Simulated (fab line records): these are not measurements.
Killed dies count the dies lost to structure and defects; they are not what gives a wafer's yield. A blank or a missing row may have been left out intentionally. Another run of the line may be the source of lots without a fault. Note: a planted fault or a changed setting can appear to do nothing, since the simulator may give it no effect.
fab line records	flow sky130
record lots=6	wafers=18	last-day=49
route steps=708 shown RES_XHIGH@339 SD_N@342 PAD_OPEN@708
lots with no fault: from the same line, run without faults
start-h: start of the lot's first displayed wafer, in hours after the record's first day	wait-h: hours from the lot's prior step to this one	" the same as in the row above	L1.1+2: one row covering several wafers at once	- value missing, or start not given	* or withheld: withheld	< > ~ a bound
route shown NAME@n: a module of which the file shows steps, and the number in the route of the first	usual: mean/standard deviation of fault-free wafers	same: alike in all rows	chamber/n: place in a boat	sites: the reading at each site	_std_site: the values' standard deviation	_edge_site: inner sites' mean taken away from outer sites' mean	radius-mm: how far each site lies from the wafer's centre	mask NAME#n: copy n	behind: the tool/chamber that last shaped the wafer	hold: why the lot was held/for how many hours/how that ended	device: the n, p or np transistor that did not switch	end of line: the tests these same wafers got at the end of their route	for a step that has no rows: nothing shown but its recipe	killed: not the wafer's yield, but the dies lost to structure and defects at the first sort	map: a wafer's dies, marking killed ones x, the rest . and places with no die _
set.NAME: the setting as run; set.NAME@STEP: as run at that earlier step	model.NAME: the simulator's own value behind a step, which no gauge read
certain route steps with their lots: each step a table, each wafer a row
services: the hour from which a tool's chamber was out of use, counted from the record's first day as start-h (under 0 if before that day), plus the number of hours and why
## steps
# step SKY_RES_XHIGH_IMPLANT_07
# recipe species=BF2	energy-kev=20	dose-cm2=3.6e+14	tilt-deg=0
# step SKY_RES_XHIGH_STRIP_08
# recipe chemistry=O2/N2	power-w=1400	pressure-mtorr=1500	platen-temp-c=withheld	o2-flow-sccm=3000	n2-flow-sccm=300	overash-fraction=0.5
# usual drypump-motor-current-A=5.7/0.54	oes-product-au=0.711/0.0046	strip-time-to-endpoint-s=14.29/0.038
lot.wafer	tool	chamber	start-h	wait-h	drypump-motor-current-A	oes-product-au	rf-hours-counter-h	strip-time-to-endpoint-s
L832.1	plasma-asher-01	1	686.39	0.1	5.1	0.707	93	14.37
L832.2	"	0	"	"	5.5	0.713	93	14.38
L832.3	"	0	"	"	5.5	0.714	-	14.35
L836.1	plasma-asher-01	0	722.96	0.1	5.5	0.708	97	14.35
L836.2	"	1	"	"	5.2	0.710	97	14.31
L836.4	"	0	"	"	5.5	0.717	-	14.32
L839.2	plasma-asher-03	0	737.56	0.1	6.5	0.714	23	14.30
L839.3	"	0	"	"	6.5	0.715	-	14.30
L839.4	"	1	"	"	6.0	0.722	-	14.31
L840.2	plasma-asher-01	1	750.51	0.1	5.1	0.717	101	14.29
L840.3	"	1	"	"	5.2	0.713	-	14.24
L840.4	"	0	"	"	5.5	0.707	-	14.22
L841.1	plasma-asher-01	1	759.01	0.1	5.2	0.712	101	14.31
L841.2	"	0	"	"	5.5	0.716	101	14.36
L841.6	"	1	"	"	5.2	0.709	-	14.36
L843.3	plasma-asher-03	0	771.77	0.1	6.5	0.714	-	14.27
L843.5	"	1	"	"	6.0	0.709	-	14.27
L843.6	"	0	"	"	6.5	0.708	-	14.24
# step SKY_RES_XHIGH_TW_MEAS_09
# usual RES_XHIGH_TW=1644/10
lot.wafer	tool	chamber	start-h	wait-h	RES_XHIGH_TW
L832.1	film-metro-03	-	686.49	0.1	1643
L832.2	"	-	"	"	1627
L832.3	"	-	"	"	1633
L836.1	film-metro-04	-	723.06	0.1	1655
L836.2	"	-	"	"	1658
L836.4	"	-	"	"	1654
L839.2	film-metro-03	-	737.67	0.1	1641
L839.3	"	-	"	"	1629
L839.4	"	-	"	"	1631
L840.2	film-metro-02	-	750.62	0.1	1641
L840.3	"	-	"	"	1644
L840.4	"	-	"	"	1638
L841.1	film-metro-02	-	759.11	0.1	1644
L841.2	"	-	"	"	1643
L841.6	"	-	"	"	1645
L843.3	film-metro-04	-	771.86	0.1	1648
L843.5	"	-	"	"	1654
L843.6	"	-	"	"	1657
# step SKY_SD_N_DEHYDRATE_00
# recipe temp-c=200	time-s=60
# step SKY_SD_N_HMDS_01
# recipe prime-time-s=60	prime-temp-c=120
# step SKY_SD_N_COAT_02
# recipe resist=NOVOLAK	spin-rpm=3000	resist-thk-nm=1140
# step SKY_SD_N_SOFTBAKE_03
# recipe temp-c=90	time-s=60	resist=NOVOLAK
# step SKY_SD_N_EXPOSE_04
# recipe mask-id=NSDM	na=0.6	source-shape=conventional	sigma-outer=0.6	polarization=unpolarized	target-cd-nm=380	dose-mj=141
# step SKY_SD_N_PEB_05
# recipe temp-c=withheld	time-s=*	resist=NOVOLAK
# step SKY_SD_N_DEVELOP_06
# recipe resist=NOVOLAK	developer=TMAH	develop-time-s=60	dev-temp-c=23
# step SKY_SD_N_CD_MEAS_07
# recipe target-cd-nm=380
# usual cd-nm=380.6/2.4
lot.wafer	tool	chamber	start-h	wait-h	cd-nm
L832.1	cd-sem-01	-	713.70	0.1	381.5
L832.2	"	-	"	"	383.3
L832.3	"	-	"	"	383.4
L836.1	cd-sem-01	-	750.66	0.1	377.5
L836.2	"	-	"	"	377.8
L836.4	"	-	"	"	377.8
L839.2	cd-sem-02	-	764.01	0.1	384.8
L839.3	"	-	"	"	382.3
L839.4	"	-	"	"	382.6
L840.2	cd-sem-02	-	777.53	0.1	382.5
L840.3	"	-	"	"	380.7
L840.4	"	-	"	"	383.2
L841.1	cd-sem-02	-	785.45	0.1	382.1
L841.2	"	-	"	"	383.1
L841.6	"	-	"	"	381.4
L843.3	cd-sem-01	-	797.89	0.1	377.5
L843.5	"	-	"	"	378.3
L843.6	"	-	"	"	378.2
# step SKY_SD_N_OVL_MEAS_08
# usual SD_N_OVL=-0.5/1.4
lot.wafer	tool	chamber	start-h	wait-h	SD_N_OVL[nm]
L832.1	overlay-01	-	713.82	0.1	-1.1
L832.2	"	-	"	"	0.5
L832.3	"	-	"	"	-1.3
L836.1	overlay-02	-	750.78	0.1	-2.5
L836.2	"	-	"	"	-1.2
L836.4	"	-	"	"	-1.5
L839.2	overlay-01	-	764.11	0.1	-1.5
L839.3	"	-	"	"	-1.8
L839.4	"	-	"	"	-1.6
L840.2	overlay-01	-	777.64	0.1	-2.1
L840.3	"	-	"	"	-1.7
L840.4	"	-	"	"	-3.1
L841.1	overlay-01	-	785.57	0.1	0.0
L841.2	"	-	"	"	-0.9
L841.6	"	-	"	"	-1.2
L843.3	overlay-02	-	797.98	0.1	-1.5
L843.5	"	-	"	"	-2.1
L843.6	"	-	"	"	-2.9
# step SKY_SD_N_IMPLANT_09
# recipe species=As	energy-kev=50	dose-cm2=4e+15	tilt-deg=0
# usual beam-energy-keV=50.001/0.015
# same implant-ion-amu=75
lot.wafer	tool	chamber	start-h	wait-h	beam-energy-keV	model.implant.rp-nm	model.implant.drp-nm
L832.1	implanter-01	0	713.86	0.0	50.008	32.54	14.11
L832.2	"	0	"	"	49.989	32.54	14.11
L832.3	"	0	"	"	49.996	32.54	14.11
L836.1	implanter-02	0	750.82	0.0	50.020	33.52	14.11
L836.2	"	0	"	"	50.005	33.52	14.11
L836.4	"	0	"	"	50.002	33.52	14.11
L839.2	implanter-01	0	764.17	0.0	49.991	31.92	14.11
L839.3	"	0	"	"	49.995	31.92	14.11
L839.4	"	0	"	"	50.005	31.92	14.11
L840.2	implanter-01	0	777.69	0.0	50.005	31.88	14.11
L840.3	"	0	"	"	49.991	31.88	14.11
L840.4	"	0	"	"	49.981	31.88	14.11
L841.1	implanter-01	0	785.85	0.3	68.304	41.9	17.9
L841.2	"	0	"	"	68.290	41.9	17.9
L841.6	"	0	"	"	68.325	41.9	17.9
L843.3	implanter-01	0	798.06	0.1	68.308	40.59	17.9
L843.5	"	0	"	"	68.308	40.59	17.9
L843.6	"	0	"	"	68.298	40.59	17.9
# step SKY_SD_N_IMPLANT_10
# recipe species=P	energy-kev=20	dose-cm2=1e+14	tilt-deg=0
# step SKY_SD_N_STRIP_11
# recipe chemistry=O2/N2	power-w=1400	pressure-mtorr=1500	platen-temp-c=withheld	o2-flow-sccm=3131	n2-flow-sccm=300	overash-fraction=0.5
# usual drypump-motor-current-A=5.9/0.4	oes-product-au=0.528/0.0042	strip-time-to-endpoint-s=22.48/0.04
lot.wafer	tool	chamber	start-h	wait-h	drypump-motor-current-A	oes-product-au	rf-hours-counter-h	strip-time-to-endpoint-s
L832.1	plasma-asher-02	1	714.15	0.1	5.9	0.530	61	22.53
L832.2	"	0	"	"	5.9	0.525	61	22.49
L832.3	"	0	"	"	5.9	0.530	-	22.46
L836.1	plasma-asher-01	0	751.12	0.1	5.5	0.529	101	22.44
L836.2	"	1	"	"	5.2	0.527	101	22.45
L836.4	"	1	"	"	5.2	0.531	-	22.47
L839.2	plasma-asher-03	1	764.44	0.1	6.0	0.531	26	22.56
L839.3	"	0	"	"	6.6	0.525	-	22.51
L839.4	"	1	"	"	6.0	0.528	-	22.52
L840.2	plasma-asher-02	0	777.97	0.1	5.9	0.521	68	22.51
L840.3	"	1	"	"	5.9	0.527	-	22.45
L840.4	"	0	"	"	5.9	0.523	-	22.45
L841.1	plasma-asher-01	0	786.15	0.1	5.5	0.485	104	25.24
L841.2	"	1	"	"	5.1	0.495	104	25.23
L841.6	"	0	"	"	5.5	0.499	-	25.30
L843.3	plasma-asher-02	0	798.34	0.1	5.9	0.487	-	25.24
L843.5	"	0	"	"	5.9	0.498	-	25.25
L843.6	"	1	"	"	5.9	0.495	-	25.23
# step SKY_SD_N_TW_MEAS_12
# usual SD_N_TW=3995/29
lot.wafer	tool	chamber	start-h	wait-h	hold	SD_N_TW
L832.1	film-metro-04	-	714.25	0.1	-	4016
L832.2	"	-	"	"	-	4032
L832.3	"	-	"	"	-	4016
L836.1	film-metro-03	-	751.22	0.1	-	4003
L836.2	"	-	"	"	-	3981
L836.4	"	-	"	"	-	4003
L839.2	film-metro-03	-	764.55	0.1	-	3959
L839.3	"	-	"	"	-	3944
L839.4	"	-	"	"	-	3968
L840.2	film-metro-03	-	778.08	0.1	-	3944
L840.3	"	-	"	"	-	3959
L840.4	"	-	"	"	-	3926
L841.1	film-metro-02	-	786.25	0.1	await-dispo/0.2h/release	4380
L841.2	"	-	"	"	await-dispo/0.2h/release	4361
L841.6	"	-	"	"	await-dispo/0.2h/release	4380
L841.1	film-metro-02	-	786.47	0.2	-	4355
L841.2	"	-	"	"	-	4368
L841.6	"	-	"	"	-	4359
L843.3	film-metro-04	-	798.43	0.1	await-dispo/0.2h/release	4324
L843.5	"	-	"	"	await-dispo/0.2h/release	4349
L843.6	"	-	"	"	await-dispo/0.2h/release	4331
L843.3	film-metro-04	-	798.65	0.2	-	4341
L843.5	"	-	"	"	-	4322
L843.6	"	-	"	"	-	4356
# step SKY_SD_N_RTA_14
# recipe temp-c=1075	time-s=2	idle-temp-c=650	ramp-up-c-per-s=150	ramp-down-c-per-s=90	ambient=N2
# usual lamp-power-pct=15.74/0.049	wafer_temp_C_max=1078.1/1.2
lot.wafer	tool	chamber	start-h	wait-h	lamp-power-pct	wafer_temp_C_max
L832.1	rtp-anneal-02	0	714.37	0.0	15.72	1078.0
L832.2	"	0	"	"	15.61	1078.9
L832.3	"	0	"	"	15.75	1077.6
L836.1	rtp-anneal-01	0	751.33	0.0	15.75	1080.1
L836.2	"	0	"	"	15.74	1077.3
L836.4	"	0	"	"	15.77	1076.1
L839.2	rtp-anneal-01	0	764.66	0.0	15.60	1079.0
L839.3	"	0	"	"	15.80	1076.8
L839.4	"	0	"	"	15.70	1077.4
L840.2	rtp-anneal-02	0	778.19	0.0	15.80	1076.9
L840.3	"	0	"	"	15.78	1077.6
L840.4	"	0	"	"	15.72	1077.2
L841.1	rtp-anneal-01	0	789.07	0.0	15.69	1078.5
L841.2	"	0	"	"	15.80	1077.5
L841.6	"	0	"	"	15.75	1078.8
L843.3	rtp-anneal-01	0	800.47	0.0	15.76	1076.5
L843.5	"	0	"	"	15.76	1080.6
L843.6	"	0	"	"	15.88	1077.1
# step SKY_SD_N_RS_MEAS_16
# recipe thk-meas-gauge=four-point-probe
# usual SD_N_RS=68.58/0.13
lot.wafer	tool	chamber	start-h	wait-h	hold	SD_N_RS[ohm/sq]
L832.1	film-metro-04	-	714.54	0.1	-	68.47
L832.2	"	-	"	"	-	68.49
L832.3	"	-	"	"	-	68.40
L836.1	film-metro-04	-	751.50	0.1	-	68.59
L836.2	"	-	"	"	-	68.74
L836.4	"	-	"	"	-	68.46
L839.2	film-metro-02	-	764.85	0.1	-	68.60
L839.3	"	-	"	"	-	68.76
L839.4	"	-	"	"	-	68.54
L840.2	film-metro-04	-	778.37	0.1	-	68.70
L840.3	"	-	"	"	-	68.42
L840.4	"	-	"	"	-	68.69
L841.1	film-metro-03	-	789.29	0.1	await-dispo/0.2h/release	58.14
L841.2	"	-	"	"	await-dispo/0.2h/release	58.06
L841.6	"	-	"	"	await-dispo/0.2h/release	57.93
L841.1	film-metro-03	-	789.58	0.3	-	58.10
L841.2	"	-	"	"	-	57.76
L841.6	"	-	"	"	-	58.05
L843.3	film-metro-03	-	800.66	0.1	await-dispo/0.2h/release	57.84
L843.5	"	-	"	"	await-dispo/0.2h/release	57.91
L843.6	"	-	"	"	await-dispo/0.2h/release	57.87
L843.3	film-metro-03	-	800.99	0.3	-	57.98
L843.5	"	-	"	"	-	58.00
L843.6	"	-	"	"	-	57.84
# step SKY_PAD_OPEN_PROBE_99
# usual defect-limited-yield=82.4/1.8	killed_at_M0_to_M3=43/6.8	killed_at_M4_up=3.1/1.6	killed-at-contacts=24/5.4	killed-at-front-end=16/4.4	killed-at-other=0.2/0.48	killed-dies=87/8.8	killed-open=48/6.4	killed-short=39/6.2	sort_bin_3_pad_short=0.9/0.43	sort_bin_5_function=10.5/1.4	sort_bin_6_memory=6.2/1.1	sort-n-pass=405/8.8	sort-yield-pct=82.4/1.8
# same gross-dies=492	killed-at-back-side=0	sort_bin_4_leakage[%]=0	sort_bin_8_speed[%]=0
lot.wafer	tool	chamber	start-h	wait-h	defect-limited-yield[%]	killed_at_M0_to_M3	killed_at_M4_up	killed-at-contacts	killed-at-front-end	killed-at-other	killed-dies	killed-open	killed-short	sort_bin_3_pad_short[%]	sort_bin_5_function[%]	sort_bin_6_memory[%]	sort-n-pass	sort-yield-pct[%]
L840.2	prober-01	-	1172.33	0.1	82.9	39	5	17	23	0	84	50	34	1.0	9.6	6.5	408	82.9
L840.3	prober-01	-	1172.38	0.2	82.5	44	2	24	16	0	86	44	42	0.8	10.8	5.9	406	82.5
L840.4	prober-01	-	1172.43	0.2	82.7	41	6	22	16	0	85	56	29	0.2	11.2	5.9	407	82.7
# killed by level:class
L840.2 VIA1:geometric-particle:open=9 VIA2:geometric-particle:open=9 CONTACT:geometric-particle:open=7 FIELD_ISO:geometric-particle:open=5 POLY_GATE:geometric-particle:open=5 LI_CONTACT:geometric-particle:open=5 METAL4:geometric-particle:short=5 FIELD_ISO:geometric-particle:short=4
L840.3 VIA1:geometric-particle:open=10 VIA3:geometric-particle:open=8 CONTACT:geometric-particle:short=6 CONTACT:geometric-particle:open=6 VIA2:geometric-particle:open=6 FIELD_ISO:geometric-particle:open=5 POLY_GATE:geometric-particle:short=5 LI_CONTACT:geometric-particle:open=5
L840.4 VIA3:geometric-particle:open=11 VIA1:geometric-particle:open=9 CONTACT:geometric-particle:open=8 LI_CONTACT:geometric-particle:open=7 POLY_GATE:geometric-particle:open=6 VIA2:geometric-particle:open=5 POLY_GATE:geometric-particle:short=4 METAL1:geometric-particle:short=4
## services
tool	chamber	start-h	hours	kind
plasma-asher-03	-	763.03	1.3	repair
plasma-asher-02	-	763.84	2.3	repair
implanter-02	-	773.68	98.6	pm
plasma-asher-02	-	781.15	2.4	repair
## key
first-sign step=SKY_SD_N_IMPLANT_09	reading=beam-energy-keV	direction=up	sigmas=99+	usual=*	struck=*
effect step=SKY_SD_N_STRIP_11	reading=strip-time-to-endpoint-s	direction=up	sigmas=69	usual=*	struck=*
effect step=SKY_SD_N_TW_MEAS_12	reading=visit	direction=added
effect step=SKY_SD_N_TW_MEAS_12	reading=SD_N_TW	direction=up	sigmas=12	usual=3995	struck=4354
effect step=SKY_SD_N_RS_MEAS_16	reading=visit	direction=added
effect step=SKY_SD_N_RS_MEAS_16	reading=SD_N_RS	direction=down	sigmas=80	usual=68.58	struck=57.96
model-effect step=SKY_SD_N_IMPLANT_09	value=implant.rp-nm	without=31.83	struck=41.25
met-at SKY_SD_N_IMPLANT_09
struck-wafers L841.1,L841.2,L841.6,L843.3,L843.5,L843.6
scrapped-behind SKY_SD_N_RS_MEAS_16 L841.1,L841.2,L841.6,L843.3,L843.5,L843.6
onset-between 777.69 785.85
fault kind=process-parameter-drift	tool=implanter-01	chamber=-	onset-h=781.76	steps=SKY_SD_N_IMPLANT_09	channel=energy-kev	offset=*	shape=step	end-h=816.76	acts-in=*	stated=*
